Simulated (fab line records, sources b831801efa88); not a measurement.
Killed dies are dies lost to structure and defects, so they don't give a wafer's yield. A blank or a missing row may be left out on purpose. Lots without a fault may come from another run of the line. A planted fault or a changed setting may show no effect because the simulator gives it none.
Which tool did it? | flow sky130 | 14 lots, 42 wafers sampled, at 4 steps of a route of 708

WHAT THE GAUGES READ, wafer by wafer
SKY_VT_ADJUST_LVTN_OVL_MEAS_07.
lot  | measured     | on         | VT_ADJUST_LVTN_OVL (nm)
L177 | day 7 00:54  | overlay-01 | -0.8 1.6 0.5
L178 | day 7 06:04  | overlay-02 | 0.5 -0.8 -0.4
L179 | day 8 14:38  | overlay-02 | -0.3 2.6 3.4
L181 | day 8 22:06  | overlay-01 | 2.8 2.4 1.6
L180 | day 8 23:26  | overlay-01 | 2.9 0.4 3.1
L185 | day 9 16:29  | overlay-01 | -0.6 -0.2 2.9
L188 | day 10 07:39 | overlay-01 | 1.0 0.9 3.3
L187 | day 10 08:46 | overlay-02 | 3.2 4.8 2.4
L190 | day 10 17:58 | overlay-01 | 0.8 -0.7 -0.6
L191 | day 11 04:12 | overlay-02 | 2.2 1.4 3.2
L192 | day 11 05:40 | overlay-01 | -0.6 -3.1 1.1
L195 | day 11 21:21 | overlay-02 | 1.7 5.2 1.3
L198 | day 12 22:06 | overlay-02 | 1.5 2.0 1.7
L199 | day 13 03:25 | overlay-02 | 0.9 -0.6 -0.7

SKY_SONOS_ONO_THK_MEAS_05.
lot  | measured     | on            | SONOS_ONO_CVD_04_THK (nm)
L177 | day 11 16:34 | film_metro-04 | 5.66 5.58 5.67
L178 | day 12 01:56 | film_metro-01 | 5.65 5.74 5.66
L179 | day 13 15:57 | film_metro-01 | 5.67 5.82 5.66
L181 | day 14 02:01 | film_metro-01 | 5.79 5.61 5.74
L180 | day 14 06:45 | film_metro-01 | 5.59 5.57 5.63
L185 | day 15 01:38 | film_metro-04 | 5.62 5.80 5.61
L188 | day 15 19:24 | film_metro-04 | 5.43 5.51 5.52
L187 | day 15 22:14 | film_metro-04 | 5.71 5.64 5.68
L190 | day 16 06:51 | film_metro-03 | 5.60 5.61 5.69
L191 | day 16 17:06 | film_metro-03 | 5.59 5.66 5.58
L192 | day 16 21:12 | film_metro-01 | 5.70 5.71 5.64
L195 | day 17 19:20 | film_metro-03 | 5.70 5.73 5.62
L198 | day 18 22:03 | film_metro-01 | 5.95 5.87 5.96
L199 | day 19 04:47 | film_metro-01 | 5.79 5.84 5.77

WHICH TOOL RAN EACH LOT (tool, then ch and the chambers of the sampled wafers, then the start)
lot  | SKY_VT_ADJUST_LVTN_STRIP_20          | SKY_SONOS_TUNNEL_COAT_02
L177 | plasma_asher-02 ch 0,1, day 7 19:22  | litho_track-01 ch 0, day 10 22:53
L178 | plasma_asher-02 ch 0,1, day 8 00:56  | litho_track-01 ch 0, day 11 06:38
L179 | plasma_asher-03 ch 0,1, day 9 11:44  | litho_track-03 ch 0, day 12 21:16
L181 | plasma_asher-03 ch 0,1, day 9 20:33  | litho_track-03 ch 0, day 13 07:32
L180 | plasma_asher-03 ch 0,1, day 9 22:11  | litho_track-02 ch 0, day 13 10:31
L185 | plasma_asher-04 ch 0,1, day 10 15:53 | litho_track-03 ch 0, day 14 05:43
L188 | plasma_asher-04 ch 0,1, day 11 06:14 | litho_track-03 ch 0, day 14 21:58
L187 | plasma_asher-03 ch 0,1, day 11 07:26 | litho_track-02 ch 0, day 15 00:18
L190 | plasma_asher-04 ch 0,1, day 11 17:30 | litho_track-03 ch 0, day 15 10:07
L191 | plasma_asher-04 ch 0,1, day 12 04:41 | litho_track-03 ch 0, day 15 23:07
L192 | plasma_asher-04 ch 0,1, day 12 05:35 | litho_track-03 ch 0, day 16 00:40
L195 | plasma_asher-03 ch 0,1, day 12 21:49 | litho_track-01 ch 0, day 16 19:13
L198 | plasma_asher-02 ch 0,1, day 14 00:18 | litho_track-02 ch 0, day 18 00:42
L199 | plasma_asher-02 ch 0,1, day 14 05:50 | litho_track-02 ch 0, day 18 06:51
- SKY_VT_ADJUST_LVTN_STRIP_20: strips in O2/N2.
- SKY_SONOS_TUNNEL_COAT_02: resist thk 1140 nm.

WHAT THE TOOLS THEMSELVES READ (means of the sampled wafers that have a number; where no wafer has one, the mark that the record gives instead)
SKY_VT_ADJUST_LVTN_STRIP_20.
lot  | tool            | drypump_motor_current_A (A) | oes_product_au (a.u.) | strip_time_to_endpoint_s (s)
L177 | plasma_asher-02 | 6.2                         | 0.714                 | 14.18
L178 | plasma_asher-02 | 6.0                         | 0.716                 | 14.16
L179 | plasma_asher-03 | 4.9                         | 0.714                 | 14.18
L181 | plasma_asher-03 | 4.9                         | 0.712                 | 14.22
L180 | plasma_asher-03 | 4.9                         | 0.710                 | 14.22
L185 | plasma_asher-04 | 5.5                         | 0.716                 | 14.23
L188 | plasma_asher-04 | 5.5                         | 0.713                 | 14.29
L187 | plasma_asher-03 | 4.9                         | 0.712                 | 14.17
L190 | plasma_asher-04 | 5.4                         | 0.714                 | 14.20
L191 | plasma_asher-04 | 5.4                         | 0.715                 | 14.24
L192 | plasma_asher-04 | 5.5                         | 0.717                 | 14.21
L195 | plasma_asher-03 | 4.9                         | 0.715                 | 14.18
L198 | plasma_asher-02 | 6.2                         | 0.712                 | 14.22
L199 | plasma_asher-02 | 6.1                         | 0.714                 | 14.20

SKY_SONOS_TUNNEL_COAT_02.
lot  | tool           | spin_speed_rpm (rpm)
L177 | litho_track-01 | 3000.4
L178 | litho_track-01 | 3001.7
L179 | litho_track-03 | 2998.9
L181 | litho_track-03 | 3001.4
L180 | litho_track-02 | 2999.0
L185 | litho_track-03 | 3005.3
L188 | litho_track-03 | 2999.6
L187 | litho_track-02 | 3000.2
L190 | litho_track-03 | 3124.0
L191 | litho_track-03 | 3118.9
L192 | litho_track-03 | 3123.6
L195 | litho_track-01 | 2997.6
L198 | litho_track-02 | 2996.1
L199 | litho_track-02 | 2998.7

THE ANSWER, worked out from the rows above alone
Rule: what is usual is taken from the lots themselves. Put in order of their means at a reading, lots are off if they are a third of the lots or fewer, leave a main group of 4 or more, and stand apart from it by a gap of 3 or more times the standard deviation of the main group's means; of several such gaps the widest counts. A main group whose means are all the same, to the digits that the tables above print for the reading, isn't used. A lot without any number at a reading at which 4 lots or more have one is off too. The other lots that the step has rows for count as sound. The gauges are gone through in route order, then the tools' own readings, and for those a lot's mean is taken as printed above. The first step at which some lot is off is used, and at that step the reading that is off furthest; a lot without a number counts as furthest.
Off: L190, L191, L192, at SKY_SONOS_TUNNEL_COAT_02 (spin_speed_rpm). The main group: mean 2999.9 rpm, standard deviation 2.3.
A tool fits if, at that step or a process step before it, it ran every lot that is off, and no sound lot after the first of them. Can't be told from this: 2 tools fit, plasma_asher-04 at SKY_VT_ADJUST_LVTN_STRIP_20, litho_track-03 at SKY_SONOS_TUNNEL_COAT_02.

WHAT THE SIMULATOR HAD PUT IN
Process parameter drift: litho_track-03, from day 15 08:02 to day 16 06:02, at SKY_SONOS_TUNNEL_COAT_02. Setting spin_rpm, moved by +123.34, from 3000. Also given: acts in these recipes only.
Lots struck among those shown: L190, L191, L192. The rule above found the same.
